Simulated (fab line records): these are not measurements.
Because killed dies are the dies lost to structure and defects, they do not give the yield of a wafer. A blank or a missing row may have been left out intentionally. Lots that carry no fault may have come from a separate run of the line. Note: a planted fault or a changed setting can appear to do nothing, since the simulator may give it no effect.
fab line records	flow sky130
record: lots: 12	wafers: 36	last_day: 50
route steps=708 shown DNWELL@43 PWDE@52 VT_ADJUST_HVTP@94 PAD_OPEN@708
lots that met no fault: taken from a fault-free run of the same line
start_h: the number of hours between the record's first day and the start of the first shown wafer of the lot	wait_h: hours since the lot's step before	" same as the row above	L1.1+2: several wafers, shown together as one row	- no value, or no start was given	* or withheld: withheld	< > ~ a bound
route shown NAME@n: names a module that has steps shown in the file, with the first one's number in the route	usual: mean and standard deviation over wafers with no fault	same: alike in all rows	chamber/n: place in a boat	sites: readings site by site	_std_site: standard deviation of those values	_edge_site: mean of outer sites minus mean of inner sites	radius_mm: for every site, how far away it sits from the centre of the wafer	mask NAME#n: copy n	behind: the tool/chamber that last shaped the wafer	hold: why the lot went on hold/how many hours it stayed there/how the hold came to an end	device: the n, p or np transistor that did not switch	end of line: tests run on the same wafers once the route is complete	a step with no rows: only its recipe	killed: at the first sort, the dies lost to defects and structure; wafer yield is something else	map: dies across one wafer; x = killed, . = not, _ = none there
set.NAME: the setting the step ran with; set.NAME@STEP: the setting that earlier step ran with	model.NAME: the simulator's own value behind a step, which no gauge read
one table for each step of the route and one row for each wafer, over a sample of lots
services: a tool's chamber out of use, with start hour (start_h, from the record's first day; less than 0 if before it), hours out, and reason
== steps ==
step: SKY_DNWELL_STRIP_08
recipe: chemistry: O2/N2	power_w: 1400	pressure_mtorr: 1500	platen_temp_c: withheld	o2_flow_sccm: 3000	n2_flow_sccm: 300	overash_fraction: 0.5
usual: drypump_motor_current_A: 5.6/0.32	oes_product_au: 0.722/0.0047	strip_time_to_endpoint_s: 36.94/0.088
lot.wafer	tool	chamber	start_h	wait_h	drypump_motor_current_A	oes_product_au	rf_hours_counter_h	strip_time_to_endpoint_s
L621.1	plasma_asher-04	0	60.48	0.1	5.7	0.722	39	36.71
L621.2	"	1	"	"	5.9	0.727	39	36.78
L621.3	"	1	"	"	5.9	0.722	-	36.76
L622.2	plasma_asher-03	0	62.87	0.2	5.4	0.717	27	36.92
L622.4	"	1	"	"	5.2	0.720	-	36.86
L622.5	"	1	"	"	5.2	0.727	-	36.83
L623.4	plasma_asher-02	1	63.10	0.1	5.4	0.731	-	36.96
L623.5	"	1	"	"	5.4	0.723	-	36.89
L623.6	"	0	"	"	6.0	0.718	-	36.97
L624.1	plasma_asher-02	0	64.81	0.1	6.1	0.717	35	36.83
L624.4	"	1	"	"	5.3	0.731	-	36.90
L624.5	"	1	"	"	5.4	0.726	-	36.81
L626.1	plasma_asher-02	0	80.28	0.1	6.0	0.725	36	36.97
L626.2	"	1	"	"	5.4	0.718	36	37.14
L626.6	"	1	"	"	5.4	0.724	-	37.02
L627.2	plasma_asher-03	1	85.83	0.1	5.2	0.720	29	36.99
L627.3	"	1	"	"	5.2	0.720	-	36.96
L627.6	"	0	"	"	5.4	0.716	-	36.98
L634.2	plasma_asher-04	1	126.98	0.1	5.9	0.728	1	36.95
L634.4	"	1	"	"	5.9	0.720	-	36.92
L634.5	"	0	"	"	5.7	0.724	-	37.00
L638.2	plasma_asher-04	0	143.28	0.1	5.7	0.717	3	37.05
L638.3	"	0	"	"	5.7	0.723	-	37.04
L638.6	"	1	"	"	5.9	0.719	-	37.07
L640.2	plasma_asher-03	1	158.16	0.1	5.2	0.724	35	36.90
L640.5	"	0	"	"	5.4	0.726	-	36.91
L640.6	"	1	"	"	5.2	0.719	-	36.91
L641.1	plasma_asher-04	0	158.51	0.1	5.7	0.723	4	36.98
L641.5	"	1	"	"	5.9	0.728	-	36.99
L641.6	"	0	"	"	5.7	0.725	-	37.04
L642.3	plasma_asher-02	0	165.04	0.1	6.1	0.713	-	37.06
L642.4	"	1	"	"	5.3	0.715	-	37.10
L642.5	"	0	"	"	6.0	0.726	-	37.00
L644.2	plasma_asher-02	1	178.21	0.1	5.3	0.721	46	36.88
L644.4	"	1	"	"	5.3	0.729	-	36.99
L644.6	"	1	"	"	5.3	0.714	-	37.01
step: SKY_PWDE_OVL_MEAS_07
usual: PWDE_OVL: -1.5/1.4
lot.wafer	tool	chamber	start_h	wait_h	PWDE_OVL[nm]
L621.1	overlay-02	-	76.58	-	-2.1
L621.2	"	-	"	"	-2.4
L621.3	"	-	"	"	-1.2
L622.2	overlay-02	-	79.48	-	1.3
L622.4	"	-	"	"	-0.3
L622.5	"	-	"	"	0.1
L623.4	overlay-02	-	79.76	-	-2.9
L623.5	"	-	"	"	-2.4
L623.6	"	-	"	"	1.0
L624.1	overlay-02	-	82.63	-	-1.1
L624.4	"	-	"	"	-3.9
L624.5	"	-	"	"	-3.7
L626.1	overlay-02	-	95.83	-	1.5
L626.2	"	-	"	"	0.3
L626.6	"	-	"	"	1.5
L627.2	overlay-01	-	102.01	-	-1.9
L627.3	"	-	"	"	-3.0
L627.6	"	-	"	"	-1.8
L634.2	overlay-01	-	145.76	-	-0.3
L634.4	"	-	"	"	-2.7
L634.5	"	-	"	"	-2.2
L638.2	overlay-01	-	163.31	-	-1.2
L638.3	"	-	"	"	-1.8
L638.6	"	-	"	"	1.2
L640.2	overlay-01	-	178.41	-	0.4
L640.5	"	-	"	"	-0.9
L640.6	"	-	"	"	-0.9
L641.1	overlay-02	-	178.68	-	-0.4
L641.5	"	-	"	"	-1.7
L641.6	"	-	"	"	-2.7
L642.3	overlay-01	-	185.02	-	-1.0
L642.4	"	-	"	"	-0.8
L642.5	"	-	"	"	-1.4
L644.2	overlay-02	-	199.78	-	-3.0
L644.4	"	-	"	"	-2.7
L644.6	"	-	"	"	-1.9
step: SKY_PWDE_STRIP_09
recipe: chemistry: O2/N2	power_w: 1400	pressure_mtorr: 1500	platen_temp_c: withheld	o2_flow_sccm: 3000	n2_flow_sccm: 300	overash_fraction: 0.5
usual: drypump_motor_current_A: 5.6/0.31	oes_product_au: 0.723/0.0046	strip_time_to_endpoint_s: 36.95/0.12
lot.wafer	tool	chamber	start_h	wait_h	drypump_motor_current_A	oes_product_au	rf_hours_counter_h	strip_time_to_endpoint_s
L621.1	plasma_asher-02	1	76.76	0.1	5.3	0.715	36	36.94
L621.2	"	0	"	"	6.0	0.727	36	37.06
L621.3	"	1	"	"	5.3	0.719	-	36.97
L622.2	plasma_asher-01	0	79.66	0.1	5.3	0.730	39	36.96
L622.4	"	1	"	"	5.8	0.724	-	37.04
L622.5	"	0	"	"	5.3	0.727	-	36.96
L623.4	plasma_asher-01	1	79.96	0.1	5.8	0.724	-	36.95
L623.5	"	1	"	"	5.8	0.729	-	36.91
L623.6	"	0	"	"	5.3	0.720	-	36.99
L624.1	plasma_asher-01	0	82.81	0.1	5.3	0.727	40	36.86
L624.4	"	1	"	"	5.8	0.726	-	36.99
L624.5	"	0	"	"	5.3	0.730	-	37.01
L626.1	plasma_asher-02	0	96.01	0.1	6.1	0.722	38	36.90
L626.2	"	1	"	"	5.3	0.723	38	36.85
L626.6	"	0	"	"	6.1	0.724	-	36.90
L627.2	plasma_asher-01	0	102.19	0.1	5.3	0.725	42	36.80
L627.3	"	1	"	"	5.8	0.726	-	36.80
L627.6	"	0	"	"	5.4	0.724	-	36.79
L634.2	plasma_asher-02	0	145.94	0.1	6.0	0.715	43	36.96
L634.4	"	1	"	"	5.3	0.731	-	36.90
L634.5	"	0	"	"	6.0	0.731	-	36.97
L638.2	plasma_asher-01	1	163.49	0.1	5.8	0.725	49	37.11
L638.3	"	1	"	"	5.8	0.714	-	37.04
L638.6	"	1	"	"	5.8	0.727	-	37.05
L640.2	plasma_asher-01	1	178.59	0.1	5.8	0.729	50	36.92
L640.5	"	0	"	"	5.3	0.717	-	36.81
L640.6	"	1	"	"	5.8	0.712	-	37.00
L641.1	plasma_asher-03	0	178.86	0.1	5.3	0.720	37	37.01
L641.5	"	0	"	"	5.4	0.727	-	36.83
L641.6	"	1	"	"	5.2	0.720	-	36.96
L642.3	plasma_asher-02	0	185.22	0.1	6.0	0.732	-	36.93
L642.4	"	1	"	"	5.3	0.723	-	37.01
L642.5	"	0	"	"	6.1	0.723	-	36.81
L644.2	plasma_asher-03	1	199.96	0.1	5.2	0.726	39	36.87
L644.4	"	1	"	"	5.2	0.721	-	36.82
L644.6	"	0	"	"	5.4	0.719	-	36.92
step: SKY_VT_ADJUST_HVTP_IMPLANT_09
recipe: species: As	energy_kev: 150	dose_cm2: 4.3e+12	tilt_deg: withheld
lot.wafer	tool	chamber	start_h	wait_h
L621.1+2+3	implanter-03	0	130.55	0.0
L622.2+4+5	implanter-04	0	133.66	0.0
L623.4+5+6	implanter-01	0	134.02	0.1
L624.1+4+5	implanter-01	0	135.97	0.0
L626.1+2+6	implanter-03	0	152.72	0.0
L627.2+3+6	implanter-01	0	159.22	0.0
L634.2+4+5	implanter-04	0	209.05	0.5
L638.2+3+6	implanter-04	0	228.07	0.0
L640.2+5+6	implanter-01	0	244.70	0.0
L641.1+5+6	implanter-03	0	245.68	0.0
L642.3+4+5	implanter-01	0	252.37	0.1
L644.2+4+6	implanter-01	0	268.05	0.0
step: SKY_VT_ADJUST_HVTP_TW_MEAS_11
usual: VT_ADJUST_HVTP_TW: 1350/6.2
lot.wafer	tool	chamber	start_h	wait_h	VT_ADJUST_HVTP_TW
L621.1	film_metro-03	-	130.80	0.1	1358
L621.2	"	-	"	"	1356
L621.3	"	-	"	"	1357
L622.2	film_metro-04	-	133.89	0.1	1360
L622.4	"	-	"	"	1353
L622.5	"	-	"	"	1353
L623.4	film_metro-02	-	134.23	0.1	1344
L623.5	"	-	"	"	1345
L623.6	"	-	"	"	1350
L624.1	film_metro-03	-	136.22	0.1	1355
L624.4	"	-	"	"	1354
L624.5	"	-	"	"	1359
L626.1	film_metro-04	-	152.97	0.1	1349
L626.2	"	-	"	"	1341
L626.6	"	-	"	"	1346
L627.2	film_metro-03	-	159.46	0.1	1329
L627.3	"	-	"	"	1336
L627.6	"	-	"	"	1335
L634.2	film_metro-04	-	209.29	0.1	1356
L634.4	"	-	"	"	1357
L634.5	"	-	"	"	1359
L638.2	film_metro-03	-	228.31	0.1	1352
L638.3	"	-	"	"	1358
L638.6	"	-	"	"	1347
L640.2	film_metro-02	-	244.93	0.1	1341
L640.5	"	-	"	"	1347
L640.6	"	-	"	"	1343
L641.1	film_metro-04	-	245.93	0.1	1349
L641.5	"	-	"	"	1354
L641.6	"	-	"	"	1352
L642.3	film_metro-02	-	252.59	0.1	1338
L642.4	"	-	"	"	1344
L642.5	"	-	"	"	1345
L644.2	film_metro-04	-	268.28	0.1	1356
L644.4	"	-	"	"	1353
L644.6	"	-	"	"	1359
step: SKY_PAD_OPEN_PROBE_99
usual: killed_at_M0_to_M3: 44/6.9	killed_at_M4_up: 3.3/2.1	killed_at_contacts: 24/4.8	killed_at_front_end: 15/4.4	killed_at_other: 0.2/0.48	killed_dies: 87/9.5	killed_open: 48/6.5	killed_short: 39/6.3
same: gross_dies: 492	killed_at_back_side: 0
lot.wafer	tool	chamber	start_h	wait_h	killed_at_M0_to_M3	killed_at_M4_up	killed_at_contacts	killed_at_front_end	killed_at_other	killed_dies	killed_open	killed_short
L634.2	prober-01	-	1155.21	0.1	49	2	25	10	0	86	49	37
L634.4	prober-01	-	1155.31	0.2	51	1	24	12	0	88	47	41
L634.5	prober-01	-	1155.36	0.2	47	1	28	9	0	85	46	39
killed by level:class
L634.2 VIA1:geometric_particle:open=14 CONTACT:geometric_particle:open=10 LI_CONTACT:geometric_particle:open=7 VIA2:geometric_particle:short=6 VIA3:geometric_particle:open=5 METAL1:geometric_particle:short=5 METAL2:geometric_particle:short=5 VIA2:geometric_particle:open=5
L634.4 CONTACT:geometric_particle:open=13 VIA1:geometric_particle:open=12 CONTACT:geometric_particle:short=7 METAL2:geometric_particle:short=7 METAL1:geometric_particle:short=7 VIA2:geometric_particle:open=7 VIA2:geometric_particle:short=5 VIA3:geometric_particle:open=4
L634.5 CONTACT:geometric_particle:open=11 VIA1:geometric_particle:open=8 VIA3:geometric_particle:open=7 METAL2:geometric_particle:short=6 CONTACT:geometric_particle:short=5 VIA2:geometric_particle:open=5 METAL3:geometric_particle:short=5 LI_CONTACT:geometric_particle:open=4
== services ==
tool	chamber	start_h	hours	kind
plasma_asher-02	-	38.25	14.6	pm
implanter-01	-	44.43	2.3	repair
plasma_asher-04	-	75.52	1.9	repair
implanter-03	-	103.63	18.1	pm
plasma_asher-04	-	108.75	9.0	pm
plasma_asher-04	0	108.75	9.0	vent_cycle
plasma_asher-04	1	108.75	9.0	vent_cycle
plasma_asher-02	-	109.30	1.4	repair
implanter-04	-	112.08	19.5	pm
plasma_asher-03	-	116.08	3.6	repair
implanter-03	-	121.72	3.5	pm
plasma_asher-03	-	135.07	4.3	repair
implanter-03	-	151.95	0.5	repair
plasma_asher-02	-	155.98	1.5	repair
plasma_asher-03	-	190.02	7.8	repair
implanter-03	-	196.85	13.7	pm
plasma_asher-03	-	198.12	1.5	repair
plasma_asher-01	-	204.45	7.6	repair
plasma_asher-03	-	208.38	2.8	pm
plasma_asher-03	-	211.58	2.3	repair
plasma_asher-03	-	217.37	2.9	repair
implanter-03	-	219.53	16.9	repair
plasma_asher-04	-	241.08	2.8	pm
plasma_asher-04	-	244.00	10.5	repair
== key ==
first_sign: step: SKY_VT_ADJUST_HVTP_TW_MEAS_11	reading: VT_ADJUST_HVTP_TW	direction: down	sigmas: 2.7	usual: 1350	struck: 1333
effect none on later readings
met_at SKY_VT_ADJUST_HVTP_IMPLANT_09
struck_lots L627
tester_left_out L627
not_acting_at SKY_DNWELL_STRIP_08,SKY_PWDE_OVL_MEAS_07,SKY_PWDE_STRIP_09
onset_between 135.97 159.22
fault: kind: process_parameter_drift	tool: implanter-01	chamber: -	onset_h: 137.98	steps: SKY_VT_ADJUST_HVTP_IMPLANT_09	channel: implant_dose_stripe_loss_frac	offset: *	shape: step	end_h: 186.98
tester_left_out: of these lots the tester's yield and bins aren't shown, on N5 and GAA mostly nor the transistor test; their killed dies are dies lost to structure and defects alone, not to doping, threshold or leakage, so they don't give the yield
